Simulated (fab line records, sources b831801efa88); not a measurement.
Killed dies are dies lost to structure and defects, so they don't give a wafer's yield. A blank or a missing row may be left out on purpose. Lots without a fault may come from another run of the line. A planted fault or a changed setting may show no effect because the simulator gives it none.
A struck lot beside a sound one | flow sky130 | 20 steps out of a route of 708
Sound: wafers L166.1, L166.3, L166.5. Struck: wafers L174.3, L174.4, L174.6. The cause comes at the end.
At each step with rows: each side's tool, then ch and its chambers, then its first start. Under that, the readings that differ: sound wafers | struck wafers | difference of the means | sigmas: that difference in standard deviations of wafers without a fault.
alike: readings whose means differ by less than 2 such deviations, and words and numbers that are the same on both sides. not compared: withheld readings, readings that some wafer has no value for, bounds like >300 that may hide the same value, and numbers for which the record gives no deviation and whose values overlap.
The two part at a step that has a row with sigmas, a row that says differs or no value, or rows on one side only. Numbers that don't overlap but have no deviation are shown without sigmas and don't part them. A reading that every wafer of one side lacks parts them only if that side has two wafers or more.

SKY_SONOS_TUNNEL_TW_MEAS_12:
  sound on film_metro-04, day 12 20:41; struck on film_metro-01, day 15 14:40
  alike: SONOS_TUNNEL_TW
then, 2 steps without rows for these wafers: SKY_SONOS_TUNNEL_CLEAN_13 (cleans in dHF, time 20 s); SKY_SONOS_ONO_OXIDATION_00 (stabilise 600 s, purge 300 s, target thk 2.6 nm).
SKY_SONOS_ONO_THK_MEAS_01:
  sound on film_metro-04, day 12 22:53; struck on film_metro-02, day 15 16:20
  alike: SONOS_ONO_OXIDATION_THK
then, 1 step without rows for these wafers: SKY_SONOS_ONO_CVD_02 (deposits Si3N4 from DCS/NH3, target thk 10.5 nm, time 180 s).
SKY_SONOS_ONO_THK_MEAS_03:
  sound on film_metro-02, day 13 02:23; struck on film_metro-04, day 15 22:52
  alike: SONOS_ONO_CVD_02_THK
then, 1 step without rows for these wafers: SKY_SONOS_ONO_CVD_04 (deposits SiO2 from SiH4/N2O, target thk 5.7199 nm).
SKY_SONOS_ONO_THK_MEAS_05:
  sound on film_metro-04, day 13 03:41; struck on film_metro-01, day 16 00:11
  alike: SONOS_ONO_CVD_04_THK
then, 4 steps without rows for these wafers: SKY_SONOS_ONO_DEHYDRATE_06 (time 60 s); SKY_SONOS_ONO_HMDS_07 (prime time 60 s); SKY_SONOS_ONO_COAT_08 (resist thk 1140 nm); SKY_SONOS_ONO_SOFTBAKE_09 (time 60 s).
SKY_SONOS_ONO_EXPOSE_10: exposes mask ONOM, target cd 410 nm.
  sound on iline_stepper-02 ch 0, day 13 16:19; struck on iline_stepper-01 ch 0, day 16 14:04
  alike: mask
then, 1 step without rows for these wafers: SKY_SONOS_ONO_PEB_11.
SKY_SONOS_ONO_DEVELOP_12: develop time 62.71 s.
  sound on litho_track-02 ch 0, day 14 04:25; struck on litho_track-03 ch 0, day 17 03:14
  reading                    | sound             | struck            | difference | sigmas
  model.SONOS_ONO.cd_nm (nm) | 406.8 407.7 408.8 | 392.8 363.4 389.7 | -25.8      |
SKY_SONOS_ONO_CD_MEAS_13: target cd 410 nm.
  sound on cd_sem-01, day 14 04:34; struck on cd_sem-01, day 17 03:22
  reading    | sound             | struck            | difference | sigmas
  cd_nm (nm) | 406.8 407.8 408.7 | 393.0 363.2 389.6 | -25.8      | -12
SKY_SONOS_ONO_OVL_MEAS_14:
  sound on overlay-02, day 14 04:41; struck on overlay-01, day 17 03:28
  reading            | sound       | struck         | difference | sigmas
  SONOS_ONO_OVL (nm) | 2.7 0.3 1.6 | -2.9 -1.4 -2.2 | -3.7       | -2
SKY_SONOS_ONO_ETCH_15: etches the open film in CHF3/O2, target depth 19.52 nm, time 7.8 s.
  sound on rie_diel-01 ch 0,1,3, day 14 04:44; struck on rie_diel-02 ch 1,3, day 17 03:29
  reading                     | sound             | struck            | difference | sigmas
  drypump_motor_current_A (A) | 5.5 5.8 5.8       | 4.7 5.3 4.7       | -0.8       | -2
  model.SONOS_ONO.cd_nm (nm)  | 406.7 407.2 408.6 | 392.9 363.7 389.8 | -25.4      |
  alike: chf3_flow_sccm, oes_product_au, throttle_valve_pct
  not compared: rf_hours_counter_h
then, 1 step without rows for these wafers: SKY_SONOS_ONO_WET_ETCH_16 (etches SiO2 in dHF, target depth 14 nm, time 280 s).
-- the record jumps here: 32 days lie between the struck wafers' starts before and after (it left off in module SONOS_ONO and takes up again in module PAD_OPEN, whose first step shown is number 708 of the route) --
SKY_PAD_OPEN_PROBE_99:
  the record has rows for the struck wafers here (prober-02, day 49 02:54) and none for the sound ones

WHERE THEY PART
First at SKY_SONOS_ONO_CD_MEAS_13; last, within this record, at SKY_PAD_OPEN_PROBE_99.

WHY: what the simulator had put in
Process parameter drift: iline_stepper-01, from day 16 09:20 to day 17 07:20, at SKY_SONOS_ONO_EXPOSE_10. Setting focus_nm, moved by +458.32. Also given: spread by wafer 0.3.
